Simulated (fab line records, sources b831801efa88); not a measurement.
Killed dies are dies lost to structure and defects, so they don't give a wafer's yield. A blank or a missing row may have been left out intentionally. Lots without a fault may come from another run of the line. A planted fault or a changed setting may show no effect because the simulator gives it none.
fab line records    flow sfqLine
record: lots: 6  wafers: 16  lastDay: 82
route steps=325 shown INCOMING@1 L0@3 L0V@16 M0@28 M8@325
lots untouched by any fault: they come from a run of this same line in which no faults occurred
startH: hours from the record's opening day to when the first of the lot's shown wafers began    waitH: hours from the lot's prior step to this one    " as in the row above    L1.1+2: a single row standing in for several wafers    - value missing, or start not given    * or withheld: withheld    < > ~ a bound
route shown NAME@n: names a module that has steps shown in the file, with the first one's number in the route    usual: mean/standard deviation of fault-free wafers    same: alike in all rows    chamber/n: place in a boat    sites: per-site readings    _std_site: their standard deviation    _edge_site: inner sites' mean taken away from outer sites' mean    radiusMm: for every site, how far away it sits from the centre of the wafer    mask NAME#n: copy n    behind: the tool/chamber that last shaped the wafer    hold: the reason the lot was held/the length of the hold in hours/how it ended    device: the transistor (n, p or np) that didn't switch    end of line: at the end of the route, the tests of the same wafers    a step given without rows: its recipe and nothing more    killed: at the first sort, the dies lost to defects and structure; wafer yield is something else    map: a wafer's dies, marking killed ones x, the rest . and places with no die _
set.NAME: the setting that was run; set.NAME@STEP: the one run at that earlier step    model.NAME: the simulator's own value behind a step, which no gauge read
lots seen at some steps along the route; tables by step, rows by wafer
services: a tool's chamber out of use, with start hour (startH, from the record's first day; less than 0 if before it), hours out, and reason
== steps ==
step: SFQ_INCOMING_BOW_MEAS_900
recipe: mode: bow
usual: INCOMING_BOW: 0/6.7
lot.wafer  tool          chamber  startH  waitH  INCOMING_BOW[um]
L683.1     filmMetro-03  -        20.00   -      5
L683.3     "             -        "       "      5
L683.5     "             -        "       "      3
L694.1     filmMetro-02  -        75.00   -      10
L694.2     "             -        "       "      2
L694.6     "             -        "       "      1
L695.1     filmMetro-02  -        80.00   -      -1
L695.3     "             -        "       "      9
L695.6     "             -        "       "      2
L697.2     filmMetro-02  -        90.02   -      -5
L697.3     "             -        "       "      7
L699.4     filmMetro-01  -        100.06  -      -8
L699.5     "             -        "       "      1
L699.6     "             -        "       "      -1
L702.3     filmMetro-01  -        115.04  -      5
L702.6     "             -        "       "      -2
step: SFQ_TRILAYER_INCOMING_OXIDATION_002
recipe: tempC: 1000  ambient: H2O  targetThkA: 5000  pH2oTorr: 720  oxTimeS: 4939
step: SFQ_TRILAYER_L0_DEP_SPUTTER_003
recipe: material: MoNx_KI  basePressurePa: 1.33e-06  targetThkNm: 40  powerW: 800  timeS: 100  chamberPressurePa: 0.4
usual: throttleValvePct: 30.1/0.91
lot.wafer  tool           chamber  startH  waitH  throttleValvePct  model.MoNx_KI_of_TRILAYER_L0_DEP_SPUTTER_003.thkNm
L683.1     pvdSputter-05  -        22.49   0.0    29.8              39.3
L683.3     "              -        "       "      31.6              38.76
L683.5     "              -        "       "      31.6              38.93
L694.1     pvdSputter-06  -        77.49   0.0    29.1              39.58
L694.2     "              -        "       "      30.0              39.41
L694.6     "              -        "       "      31.3              39.26
L695.1     pvdSputter-04  -        82.49   0.0    29.3              40.49
L695.3     "              -        "       "      30.7              40.46
L695.6     "              -        "       "      29.4              40.94
L697.2     pvdSputter-06  -        92.49   0.0    31.3              27
L697.3     "              -        "       "      28.8              39.87
L699.4     pvdSputter-05  -        102.53  0.0    30.0              39.34
L699.5     "              -        "       "      29.6              39.63
L699.6     "              -        "       "      29.2              39.53
L702.3     pvdSputter-06  -        117.49  0.0    30.1              39.67
L702.6     "              -        "       "      29.2              26.83
step: SFQ_L0_RS_MEAS_901
recipe: thkMeasGauge: four-point-probe  reads: MoNx_KI_of_TRILAYER_L0_DEP_SPUTTER_003
usual: L0_MONX_KI_RS: 43.6/0.52
lot.wafer  tool          chamber  startH  waitH  L0_MONX_KI_RS[ohm/sq]
L683.1     filmMetro-01  -        22.56   0.0    44.2
L683.3     "             -        "       "      44.9
L683.5     "             -        "       "      44.6
L694.1     filmMetro-01  -        77.56   0.0    43.8
L694.2     "             -        "       "      44.1
L694.6     "             -        "       "      44.3
L695.1     filmMetro-03  -        82.56   0.0    43.1
L695.3     "             -        "       "      43.1
L695.6     "             -        "       "      42.6
L697.2     filmMetro-01  -        92.58   0.1    64.3
L697.3     "             -        "       "      43.5
L699.4     filmMetro-03  -        102.62  0.1    44.2
L699.5     "             -        "       "      43.8
L699.6     "             -        "       "      44.1
L702.3     filmMetro-04  -        117.60  0.1    43.8
L702.6     "             -        "       "      64.9
step: SFQ_L0_THK_MEAS_902
recipe: thkMeasGauge: xrf  reads: MoNx_KI_of_TRILAYER_L0_DEP_SPUTTER_003
usual: L0_MONX_KI_THK: 38.7/0.53
lot.wafer  tool          chamber  startH  waitH  L0_MONX_KI_THK[nm]
L683.1     filmMetro-01  -        22.68   0.1    38.1
L683.3     "             -        "       "      37.5
L683.5     "             -        "       "      37.8
L694.1     filmMetro-01  -        77.68   0.1    39.0
L694.2     "             -        "       "      38.4
L694.6     "             -        "       "      38.0
L695.1     filmMetro-03  -        82.68   0.1    39.2
L695.3     "             -        "       "      39.2
L695.6     "             -        "       "      39.8
L697.2     filmMetro-01  -        92.69   0.1    26.4
L697.3     "             -        "       "      39.0
L699.4     filmMetro-03  -        102.71  0.1    38.5
L699.5     "             -        "       "      39.0
L699.6     "             -        "       "      38.8
L702.3     filmMetro-04  -        117.70  0.1    38.1
L702.6     "             -        "       "      25.8
step: SFQ_TRILAYER_L0_LITHO_COAT_010
recipe: resist: BARC  spinRpm: 3000  resistThkNm: 62
step: SFQ_TRILAYER_L0_LITHO_COAT_005
recipe: resist: KrF  spinRpm: 3000  resistThkNm: 600
step: SFQ_TRILAYER_L0_LITHO_SOFTBAKE_009
recipe: tempC: withheld  timeS: withheld  resist: KrF
step: SFQ_TRILAYER_L0_LITHO_EXPOSE_006
recipe: maskId: L0  na: 0.6  sourceShape: conventional  sigmaOuter: 0.65  targetCdNm: 2000  doseMj: 14.4
step: SFQ_TRILAYER_L0_LITHO_PEB_008
recipe: pebTempC: 115  pebTimeS: 60  resist: KrF
step: SFQ_TRILAYER_L0_LITHO_DEVELOP_007
recipe: timeS: 60  resist: KrF
step: SFQ_TRILAYER_L0_BARC_OPEN_METAL_ETCH_010
recipe: maskMaterial: PR  chemistry: O2  targetDepthNm: 125  target: BARC  icpW: 600  biasW: 80  pressureMtorr: 10  timeS: 41.7
usual: drypumpMotorCurrentA: 5.7/0.5  oesProductAu: 0.685/0.005
lot.wafer  tool         chamber  startH  waitH  drypumpMotorCurrentA  oesProductAu  rfHoursCounterH
L683.1     rieMetal-02  1        34.82   0.1    5.6                   0.680         153
L683.3     "            0        "       "      6.4                   0.697         -
L683.5     "            0        "       "      6.5                   0.684         -
L694.1     rieMetal-01  1        92.84   0.1    5.5                   0.683         132
L694.2     "            0        "       "      6.1                   0.686         4
L694.6     "            0        "       "      6.1                   0.687         -
L695.1     rieMetal-01  1        98.84   0.1    5.5                   0.686         133
L695.3     "            1        "       "      5.5                   0.674         -
L695.6     "            0        "       "      6.1                   0.686         -
L697.2     rieMetal-02  0        108.44  0.1    6.4                   0.691         183
L697.3     "            0        "       "      6.4                   0.685         -
L699.4     rieMetal-01  1        119.26  0.1    5.5                   0.687         -
L699.5     "            0        "       "      6.1                   0.683         -
L699.6     "            1        "       "      5.5                   0.689         -
L702.3     rieMetal-02  1        139.71  0.1    5.6                   0.689         -
L702.6     "            1        "       "      5.6                   0.691         -
step: SFQ_TRILAYER_L0_ETCH_METAL_ETCH_008
recipe: target: MoNx_KI  stopOn: SiO2  maskMaterial: PR  chemistry: SF6/O2  targetDepthNm: 50  icpW: 600  biasW: 80  pressureMtorr: 10  timeS: 25
usual: drypumpMotorCurrentA: 5.7/0.49  oesProductAu: 0.872/0.0077
lot.wafer  tool         chamber  startH  waitH  drypumpMotorCurrentA  oesProductAu  rfHoursCounterH
L683.1     rieMetal-02  1        34.88   0.0    5.6                   0.869         153
L683.3     "            0        "       "      6.4                   0.861         -
L683.5     "            0        "       "      6.4                   0.864         -
L694.1     rieMetal-01  1        92.90   0.0    5.5                   0.865         132
L694.2     "            0        "       "      6.1                   0.864         4
L694.6     "            0        "       "      6.1                   0.866         -
L695.1     rieMetal-01  1        98.90   0.0    5.5                   0.888         133
L695.3     "            1        "       "      5.5                   0.877         -
L695.6     "            0        "       "      6.1                   0.885         -
L697.2     rieMetal-02  0        108.50  0.0    6.5                   0.708         183
L697.3     "            0        "       "      6.5                   0.877         -
L699.4     rieMetal-01  1        119.31  0.0    5.5                   0.864         -
L699.5     "            0        "       "      6.1                   0.857         -
L699.6     "            1        "       "      5.5                   0.872         -
L702.3     rieMetal-02  1        139.77  0.0    5.6                   0.870         -
L702.6     "            1        "       "      5.6                   0.716         -
step: SFQ_TRILAYER_L0_STRIP_STRIP_009
recipe: gas: O2  powerW: 200  platenTempC: 40  overashFraction: 0.65  chemistry: O2  pressureMtorr: 50
step: SFQ_TRILAYER_L0_STRIP_SOLV_CLEAN_010
recipe: chemistry: NMP  tempC: 70  timeS: 600
step: SFQ_TRILAYER_L0_CAP_PECVD_011
recipe: material: SiO2  tempC: 150  timeS: 13.333  pressureTorr: 2.4  rfW: 183.3  precursor: SiH4/N2O  targetThkNm: 60
usual: heaterPowerW: 85/15  throttleValvePct: 25.3/0.92
lot.wafer  tool      chamber  startH  waitH  heaterPowerW  throttleValvePct
L683.1     pecvd-03  0        35.70   0.0    78            25.9
L683.3     "         2        "       "      58            26.3
L683.5     "         2        "       "      60            26.1
L694.1     pecvd-02  1        93.72   0.0    75            24.4
L694.2     "         2        "       "      84            24.5
L694.6     "         2        "       "      84            24.3
L695.1     pecvd-03  0        99.72   0.0    88            25.8
L695.3     "         1        "       "      77            26.6
L695.6     "         2        "       "      58            26.2
L697.2     pecvd-04  0        109.32  0.0    81            26.7
L697.3     "         1        "       "      85            25.5
L699.4     pecvd-03  0        120.13  0.0    85            25.6
L699.5     "         2        "       "      56            26.3
L699.6     "         1        "       "      82            26.7
L702.3     pecvd-02  0        140.57  0.0    110           24.1
L702.6     "         0        "       "      109           24.1
step: SFQ_TRILAYER_L0_VIA_LITHO_COAT_018
recipe: resist: BARC  spinRpm: 3000  resistThkNm: 62
step: SFQ_TRILAYER_L0_VIA_LITHO_COAT_013
recipe: resist: KrF  spinRpm: 3000  resistThkNm: 650
step: SFQ_TRILAYER_L0_VIA_LITHO_SOFTBAKE_017
recipe: tempC: withheld  timeS: withheld  resist: KrF
step: SFQ_TRILAYER_L0_VIA_LITHO_EXPOSE_014
recipe: maskId: L0V  na: 0.6  sourceShape: conventional  sigmaOuter: 0.65  targetCdNm: 700  doseMj: 21.3
step: SFQ_TRILAYER_L0_VIA_LITHO_PEB_016
recipe: pebTempC: 115  pebTimeS: 60  resist: KrF
step: SFQ_TRILAYER_L0_VIA_LITHO_DEVELOP_015
recipe: timeS: 60  resist: KrF
step: SFQ_L0V_OVL_MEAS_903
usual: L0V_OVL: -3/5.3
lot.wafer  tool        chamber  startH  waitH  L0V_OVL[nm]
L683.1     overlay-01  -        101.12  0.1    8
L683.3     "           -        "       "      4
L683.5     "           -        "       "      4
L694.1     overlay-02  -        211.62  0.1    -7
L694.2     "           -        "       "      -2
L694.6     "           -        "       "      -6
L695.1     overlay-02  -        218.82  0.1    2
L695.3     "           -        "       "      -5
L695.6     "           -        "       "      -10
L697.2     overlay-02  -        226.03  0.1    -5
L697.3     "           -        "       "      -2
L699.4     overlay-02  -        236.84  0.1    -8
L699.5     "           -        "       "      -10
L699.6     "           -        "       "      -11
L702.3     overlay-01  -        257.98  0.1    4
L702.6     "           -        "       "      -2
step: SFQ_TRILAYER_L0_VIA_BARC_OPEN_VIA_ETCH_021
recipe: maskMaterial: PR  chemistry: O2  targetDepthNm: 125  target: BARC  sourceW: 500  biasW: 80  pressureMtorr: 30  timeS: 41.7
step: SFQ_TRILAYER_L0_VIA_ETCH_VIA_ETCH_016
recipe: target: SiO2  stopOn: MoNx_KI  maskMaterial: PR  chemistry: CHF3  targetDepthNm: 80  sourceW: 500  biasW: 80  pressureMtorr: 30  timeS: withheld
usual: drypumpMotorCurrentA: 5.7/0.56  oesProductAu: 0.843/0.0079
lot.wafer  tool        chamber  startH  waitH  drypumpMotorCurrentA  oesProductAu
L683.1     rieDiel-03  3        101.20  0.0    5.2                   0.851
L683.3     "           0        "       "      5.1                   0.850
L683.5     "           1        "       "      6.5                   0.857
L694.1     rieDiel-04  0        211.69  0.0    5.5                   0.833
L694.2     "           2        "       "      5.7                   0.840
L694.6     "           2        "       "      5.7                   0.835
L695.1     rieDiel-02  3        218.90  0.0    5.8                   0.842
L695.3     "           2        "       "      5.6                   0.848
L695.6     "           2        "       "      5.6                   0.858
L697.2     rieDiel-03  2        226.09  0.0    6.5                   0.831
L697.3     "           1        "       "      6.5                   0.834
L699.4     rieDiel-02  1        236.90  0.0    4.8                   0.836
L699.5     "           0        "       "      6.4                   0.844
L699.6     "           1        "       "      4.8                   0.847
L702.3     rieDiel-02  1        258.05  0.0    4.8                   0.840
L702.6     "           0        "       "      6.3                   0.839
step: SFQ_TRILAYER_L0_VIA_STRIP_STRIP_017
recipe: gas: O2  powerW: 200  platenTempC: 40  overashFraction: 0.65  chemistry: O2  pressureMtorr: 50
usual: drypumpMotorCurrentA: 5.4/0.47  oesProductAu: 0.999/0.0071
lot.wafer  tool         chamber  startH  waitH  drypumpMotorCurrentA  oesProductAu  rfHoursCounterH
L683.1     rieMetal-03  0        101.24  -      6.1                   0.999         140
L683.3     "            0        "       "      6.0                   0.999         -
L683.5     "            0        "       "      6.1                   0.992         -
L694.1     rieMetal-04  0        211.74  -      5.2                   1.002         33
L694.2     "            1        "       "      5.0                   0.992         126
L694.6     "            0        "       "      5.3                   1.000         -
L695.1     rieMetal-03  1        218.94  -      4.9                   0.998         0
L695.3     "            0        "       "      6.1                   0.996         -
L695.6     "            0        "       "      6.1                   0.988         -
L697.2     rieMetal-01  1        226.14  -      5.5                   1.005         149
L697.3     "            1        "       "      5.5                   1.007         -
L699.4     rieMetal-04  0        237.14  -      5.2                   1.008         -
L699.5     "            1        "       "      5.0                   1.006         -
L699.6     "            0        "       "      5.2                   1.008         -
L702.3     rieMetal-03  1        258.49  -      4.9                   1.003         -
L702.6     "            1        "       "      4.9                   1.001         -
step: SFQ_TRILAYER_L0_VIA_STRIP_SOLV_CLEAN_018
recipe: chemistry: NMP  tempC: 70  timeS: 600
step: SFQ_TRILAYER_M0_DEP_PRE_CLEAN_020
recipe: gas: Ar  timeS: 15  biasV: 250
step: SFQ_TRILAYER_M0_DEP_SPUTTER_019
recipe: material: Nb  basePressurePa: 1.33e-06  chamberPressurePa: 0.1333  substrateTempC: 20  resputterCathodeVoltageV: 400  targetThkNm: 200  powerW: 2000  timeS: 133.3
usual: resputterCathodeVoltageV: 399/4.3  throttleValvePct: 30.4/1
lot.wafer  tool           chamber  startH  waitH  resputterCathodeVoltageV  throttleValvePct
L683.1     pvdSputter-03  -        102.04  0.0    396                       30.0
L683.3     "              -        "       "      395                       29.4
L683.5     "              -        "       "      395                       29.5
L694.1     pvdSputter-03  -        212.54  0.0    395                       30.8
L694.2     "              -        "       "      403                       32.2
L694.6     "              -        "       "      402                       29.9
L695.1     pvdSputter-03  -        219.74  0.0    399                       30.2
L695.3     "              -        "       "      396                       31.1
L695.6     "              -        "       "      402                       30.0
L697.2     pvdSputter-04  -        226.94  0.0    399                       31.0
L697.3     "              -        "       "      400                       30.6
L699.4     pvdSputter-03  -        237.74  0.0    401                       32.3
L699.5     "              -        "       "      401                       29.9
L699.6     "              -        "       "      400                       29.5
L702.3     pvdSputter-06  -        259.49  0.0    401                       29.9
L702.6     "              -        "       "      406                       28.9
step: SFQ_M0_RS_MEAS_904
recipe: thkMeasGauge: four-point-probe  reads: Nb_of_TRILAYER_M0_DEP_SPUTTER_019
usual: M0_NB_RS: 0.888/0.0095
lot.wafer  tool          chamber  startH  waitH  M0_NB_RS[ohm/sq]
L683.1     filmMetro-02  -        102.13  0.0    0.905
L683.3     "             -        "       "      0.899
L683.5     "             -        "       "      0.899
L694.1     filmMetro-03  -        212.63  0.0    0.875
L694.2     "             -        "       "      0.874
L694.6     "             -        "       "      0.875
L695.1     filmMetro-03  -        219.83  0.0    0.891
L695.3     "             -        "       "      0.895
L695.6     "             -        "       "      0.889
L697.2     filmMetro-03  -        227.05  0.1    0.881
L697.3     "             -        "       "      0.884
L699.4     filmMetro-02  -        237.89  0.1    0.894
L699.5     "             -        "       "      0.895
L699.6     "             -        "       "      0.891
L702.3     filmMetro-03  -        259.62  0.1    0.897
L702.6     "             -        "       "      0.905
step: SFQ_TRILAYER_M0_LITHO_COAT_026
recipe: resist: BARC  spinRpm: 3000  resistThkNm: 62
step: SFQ_M8_BOW_MEAS_951
recipe: mode: bow
usual: M8_BOW: 8/11
lot.wafer  tool          chamber  startH   waitH  M8_BOW[um]  model.etest.l0.ohmSq  model.etest.l0v.linkOhm  model.etest.l0.ohmUm
L683.1     filmMetro-02  -        1784.77  0.0    5           44.28                 45.22                    22.17
L683.3     "             -        "        "      5           44.91                 45.83                    22.48
L683.5     "             -        "        "      3           44.71                 45.63                    22.4
L694.1     filmMetro-04  -        1905.52  0.0    32          43.98                 44.88                    21.98
L694.2     "             -        "        "      23          44.17                 45.07                    22.09
L694.6     "             -        "        "      21          44.34                 45.24                    22.18
L695.1     filmMetro-02  -        1915.12  0.0    4           42.99                 43.91                    21.51
L695.3     "             -        "        "      15          43.02                 43.94                    21.52
L695.6     "             -        "        "      7           42.51                 43.43                    21.27
L697.2     filmMetro-01  -        1925.94  0.0    -2          64.46                 65.37                    32.23
L697.3     "             -        "        "      12          43.65                 44.56                    21.83
L699.4     filmMetro-02  -        1936.33  0.1    7           44.25                 45.17                    22.1
L699.5     "             -        "        "      15          43.92                 44.84                    21.94
L699.6     "             -        "        "      13          44.04                 44.96                    22
L702.3     filmMetro-04  -        1957.39  0.0    28          43.88                 44.8                     21.94
L702.6     "             -        "        "      20          64.88                 65.82                    32.44
== services ==
tool           chamber  startH  hours  kind
rieMetal-03    -        -0.79   2.1    repair
rieDiel-02     2        -0.71   2.5    repair
rieMetal-01    -        30.79   0.5    repair
rieDiel-02     3        32.21   2.9    repair
rieDiel-02     -        61.97   0.3    repair
pvdSputter-06  -        69.93   0.5    repair
pvdSputter-03  -        95.81   1.8    repair
rieMetal-03    1        98.22   2.1    repair
pecvd-03       -        115.38  0.9    repair
rieMetal-03    -        116.44  2.8    pm
pvdSputter-06  -        117.60  3.6    repair
pvdSputter-06  -        139.38  1.9    repair
rieMetal-01    1        139.70  2.7    repair
rieMetal-03    1        165.27  4.8    repair
rieDiel-02     -        166.59  0.8    repair
pecvd-03       -        194.25  14.0   pm
rieMetal-01    -        198.07  14.6   pm
rieDiel-02     1        201.96  6.2    repair
rieDiel-02     0        219.41  14.0   repair
rieMetal-01    -        234.18  1.4    pm
rieMetal-03    0        238.20  26.6   repair
pvdSputter-03  -        241.48  3.8    repair
rieMetal-02    -        251.06  0.8    repair
pvdSputter-03  -        251.12  5.0    repair
== key ==
firstSign: step: SFQ_L0_RS_MEAS_901  reading: L0_MONX_KI_RS  direction: up  sigmas: 40  usual: 43.6  struck: 64.6
effect: step: SFQ_L0_THK_MEAS_902  reading: L0_MONX_KI_THK  direction: down  sigmas: 24  usual: 38.7  struck: 26.1
effect: step: SFQ_TRILAYER_L0_ETCH_METAL_ETCH_008  reading: oesProductAu  direction: down  sigmas: 21  usual: 0.872  struck: 0.712
modelEffect: step: SFQ_TRILAYER_L0_DEP_SPUTTER_003  value: MoNx_KI_of_TRILAYER_L0_DEP_SPUTTER_003.thkNm  without: 39.86  struck: 26.91
modelEffect: step: SFQ_M8_BOW_MEAS_951  value: etest.l0.ohmSq  without: 43.67  struck: 64.67
metAt SFQ_TRILAYER_L0_DEP_SPUTTER_003
struckWafers L697.2,L702.6
onsetBetween 77.49 92.49
fault: kind: processParameterDrift  tool: pvdSputter-06  chamber: -  onsetH: 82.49  steps: SFQ_TRILAYER_L0_DEP_SPUTTER_003  channel: targetThkNm  offset: -12.942  shape: step  endH: 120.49  scope: struckWafersOnly  actsIn: theseRecipesOnly  stated: 40
